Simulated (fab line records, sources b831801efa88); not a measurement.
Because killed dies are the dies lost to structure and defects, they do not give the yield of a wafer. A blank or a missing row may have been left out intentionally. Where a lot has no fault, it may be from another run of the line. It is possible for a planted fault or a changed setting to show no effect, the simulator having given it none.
Which of the tools did it?    flow gf180mcu    24 lots, 72 wafers sampled, at 5 steps of a route of 602

WHAT THE GAUGES READ, wafer by wafer
GF_V2_RS_MEAS_24: the measuring method here is four-point-probe.
lot   measured      on             V2_W_RS (ohm/sq)
L074  day 20 11:35  film metro-04  0.333 0.325 0.325
L075  day 20 18:28  film metro-01  0.328 0.330 0.328
L077  day 21 05:46  film metro-04  0.331 0.330 0.326
L076  day 21 06:25  film metro-01  0.323 0.331 0.321
L078  day 21 23:36  film metro-03  0.333 0.336 0.332
L079  day 22 01:22  film metro-04  0.321 0.324 0.327
L080  day 22 08:48  film metro-03  0.325 0.325 0.329
L081  day 22 14:12  film metro-01  0.333 0.332 0.328
L082  day 23 02:18  film metro-01  0.334 0.330 0.333
L083  day 23 16:58  film metro-03  0.320 0.328 0.326
L084  day 23 19:16  film metro-04  0.329 0.328 0.330
L085  day 23 22:33  film metro-03  0.322 0.331 0.328
L086  day 24 11:46  film metro-03  0.329 0.332 0.332
L087  day 24 21:44  film metro-03  0.335 0.332 0.330
L088  day 25 01:13  film metro-04  0.332 0.335 0.331
L089  day 25 09:08  film metro-04  0.322 0.329 0.329
L090  day 25 14:48  film metro-01  0.333 0.333 0.329
L091  day 26 05:19  film metro-04  0.329 0.330 0.320
L092  day 26 14:26  film metro-04  0.331 0.334 0.333
L093  day 26 19:03  film metro-04  0.328 0.327 0.332
L094  day 27 10:48  film metro-01  0.327 0.329 0.330
L096  day 27 21:48  film metro-03  0.330 0.332 0.328
L095  day 27 23:42  film metro-04  0.329 0.328 0.329
L097  day 28 04:40  film metro-01  0.328 0.334 0.330

GF_V4_THK_MEAS_25: measures by xrf.
lot   measured      on             V4_W_THK (nm)
L074  day 24 13:21  film metro-01  350 352 347
L075  day 24 20:28  film metro-01  357 351 356
L077  day 25 06:55  film metro-03  363 354 355
L076  day 25 07:16  film metro-03  358 360 360
L078  day 25 23:52  film metro-04  361 357 363
L079  day 26 00:11  film metro-03  350 351 357
L080  day 26 07:56  film metro-03  354 354 352
L081  day 26 11:38  film metro-04  361 358 359
L082  day 27 00:22  film metro-03  358 357 358
L083  day 27 13:16  film metro-03  354 358 357
L084  day 27 16:47  film metro-04  364 363 362
L085  day 27 18:59  film metro-01  357 362 362
L086  day 28 08:28  film metro-04  359 352 358
L087  day 28 15:15  film metro-04  360 360 360
L088  day 28 19:41  film metro-03  356 360 357
L089  day 29 02:07  film metro-04  366 369 369
L090  day 29 06:02  film metro-03  363 359 363
L091  day 29 19:29  film metro-01  354 349 354
L092  day 30 03:17  film metro-04  366 370 367
L093  day 30 08:35  film metro-01  357 355 361
L094  day 30 21:48  film metro-03  363 358 355
L096  day 31 06:40  film metro-04  366 373 372
L095  day 31 08:39  film metro-01  349 353 350
L097  day 31 14:20  film metro-04  373 367 372

GF_M5_OVL_MEAS_08.
lot   measured      on          M5_OVL (nm)
L074  day 26 08:38  overlay-01  -9 -5 -14
L075  day 26 16:42  overlay-01  2 3 12
L077  day 27 02:14  overlay-01  -8 -8 -10
L076  day 27 03:06  overlay-01  -14 -11 -8
L078  day 27 19:06  overlay-02  -4 -8 -6
L079  day 27 19:47  overlay-01  -6 -12 -8
L080  day 28 02:41  overlay-02  0 -3 6
L081  day 28 06:38  overlay-02  -10 -10 -8
L082  day 28 18:26  overlay-02  0 2 -1
L083  day 29 05:08  overlay-01  0 -6 0
L084  day 29 09:49  overlay-02  2 0 6
L085  day 29 12:08  overlay-02  -2 3 5
L086  day 29 23:50  overlay-02  -10 -6 -2
L087  day 30 05:38  overlay-01  -4 0 -2
L088  day 30 10:23  overlay-02  3 -2 -1
L089  day 30 15:56  overlay-01  3 8 7
L090  day 30 20:08  overlay-01  -2 -3 -9
L091  day 31 08:44  overlay-02  -5 -3 -7
L092  day 31 14:46  overlay-01  -7 -8 -2
L093  day 31 20:54  overlay-01  -1 -1 1
L094  day 32 09:05  overlay-02  8 5 3
L096  day 32 17:29  overlay-02  -5 -12 0
L095  day 32 18:47  overlay-02  -1 -4 0
L097  day 33 00:56  overlay-01  -12 -9 -9

WHICH TOOL RAN EACH LOT (tool, then ch and the chambers of the sampled wafers, then the start)
lot   GF_V1_CMP_04                   GF_MIM_SPUTTER_01
L074  cmp-01 ch 0,1, day 17 06:57    pvd sputter-01, day 24 13:49
L075  cmp-02 ch 0,1,3, day 17 14:57  pvd sputter-04, day 24 20:55
L077  cmp-01 ch 1,2,3, day 18 01:35  pvd sputter-01, day 25 07:22
L076  cmp-01 ch 0,1,3, day 18 02:04  pvd sputter-04, day 25 07:43
L078  cmp-01 ch 0,2,3, day 18 19:26  pvd sputter-02, day 26 00:19
L079  cmp-02 ch 2,3, day 18 21:14    pvd sputter-02, day 26 00:38
L080  cmp-01 ch 0,1,3, day 19 05:40  pvd sputter-02, day 26 08:24
L081  cmp-01 ch 0,1,2, day 19 12:41  pvd sputter-01, day 26 12:06
L082  cmp-02 ch 0,1,3, day 19 22:46  pvd sputter-02, day 27 00:49
L083  cmp-01 ch 0,1,2, day 20 15:28  pvd sputter-01, day 27 13:44
L084  cmp-02 ch 0,3, day 20 16:56    pvd sputter-02, day 27 17:25
L085  cmp-02 ch 0,2,3, day 20 20:36  pvd sputter-02, day 27 19:27
L086  cmp-02 ch 0,2,3, day 21 11:35  pvd sputter-01, day 28 08:55
L087  cmp-01 ch 0,2,3, day 21 21:05  pvd sputter-01, day 28 15:43
L088  cmp-01 ch 0,1,3, day 22 02:14  pvd sputter-04, day 28 20:08
L089  cmp-02 ch 0,2,3, day 22 09:22  pvd sputter-01, day 29 02:34
L090  cmp-02 ch 1,2, day 22 15:17    pvd sputter-04, day 29 06:30
L091  cmp-01 ch 0,2,3, day 23 06:07  pvd sputter-04, day 29 19:56
L092  cmp-02 ch 0,2,3, day 23 16:20  pvd sputter-01, day 30 03:43
L093  cmp-02 ch 0,2,3, day 23 21:40  pvd sputter-04, day 30 09:02
L094  cmp-02 ch 0,2,3, day 24 14:39  pvd sputter-02, day 30 22:16
L096  cmp-02 ch 0,1,2, day 25 00:52  pvd sputter-02, day 31 07:07
L095  cmp-01 ch 0,1,3, day 25 04:07  pvd sputter-04, day 31 09:07
L097  cmp-02 ch 2,3, day 25 09:56    pvd sputter-01, day 31 14:48
- GF_V1_CMP_04: polishes SiO2.
- GF_MIM_SPUTTER_01: material TiN, target thk 30 nm, time 25 s.

WHAT THE TOOLS THEMSELVES READ (means of the sampled wafers that have a number; where no wafer has one, the mark that the record gives instead)
GF_V1_CMP_04.
lot   tool    motor current A (A)  time to endpoint s (s)
L074  cmp-01  11.5                 85
L075  cmp-02  10.6                 87
L077  cmp-01  10.2                 84
L076  cmp-01  11.0                 82
L078  cmp-01  9.9                  83
L079  cmp-02  11.6                 83
L080  cmp-01  10.6                 86
L081  cmp-01  10.7                 87
L082  cmp-02  11.3                 78
L083  cmp-01  10.7                 81
L084  cmp-02  11.0                 87
L085  cmp-02  11.3                 85
L086  cmp-02  11.3                 85
L087  cmp-01  10.1                 84
L088  cmp-01  11.0                 82
L089  cmp-02  11.6                 79
L090  cmp-02  11.9                 81
L091  cmp-01  10.0                 76
L092  cmp-02  11.5                 85
L093  cmp-02  11.5                 82
L094  cmp-02  11.1                 86
L096  cmp-02  11.1                 77
L095  cmp-01  10.5                 77
L097  cmp-02  11.0                 75

GF_MIM_SPUTTER_01.
lot   tool            throttle valve pct (%)
L074  pvd sputter-01  30.2
L075  pvd sputter-04  29.0
L077  pvd sputter-01  30.5
L076  pvd sputter-04  28.8
L078  pvd sputter-02  30.4
L079  pvd sputter-02  30.1
L080  pvd sputter-02  30.8
L081  pvd sputter-01  28.2
L082  pvd sputter-02  29.6
L083  pvd sputter-01  30.7
L084  pvd sputter-02  30.2
L085  pvd sputter-02  30.1
L086  pvd sputter-01  30.9
L087  pvd sputter-01  28.8
L088  pvd sputter-04  29.0
L089  pvd sputter-01  31.0
L090  pvd sputter-04  28.9
L091  pvd sputter-04  28.9
L092  pvd sputter-01  31.4
L093  pvd sputter-04  29.7
L094  pvd sputter-02  30.9
L096  pvd sputter-02  30.3
L095  pvd sputter-04  29.5
L097  pvd sputter-01  31.3

THE ANSWER, worked out from the rows above alone
Rule: the lots themselves supply what counts as usual. The widest of any qualifying gaps counts: lots, ordered by their means at a reading, are off when they make up no more than a third of the lots, leave a main group of 4 or more, and stand apart from it by 3 or more times the standard deviation of that group's means. A main group is skipped when, at the precision printed for the reading in the tables above, its means are all equal. Also off: a lot with no number at a reading for which 4 or more lots have one. Where the step has rows for the other lots, those lots are counted as sound. The gauges are gone through in route order, then the tools' own readings, and for those a lot's mean is taken as printed above. The first step at which some lot is off is used, and at that step the reading that is off furthest; a lot without a number counts as furthest.
No lot is off at any reading shown: from this, nothing can be told.

WHAT THE SIMULATOR HAD PUT IN
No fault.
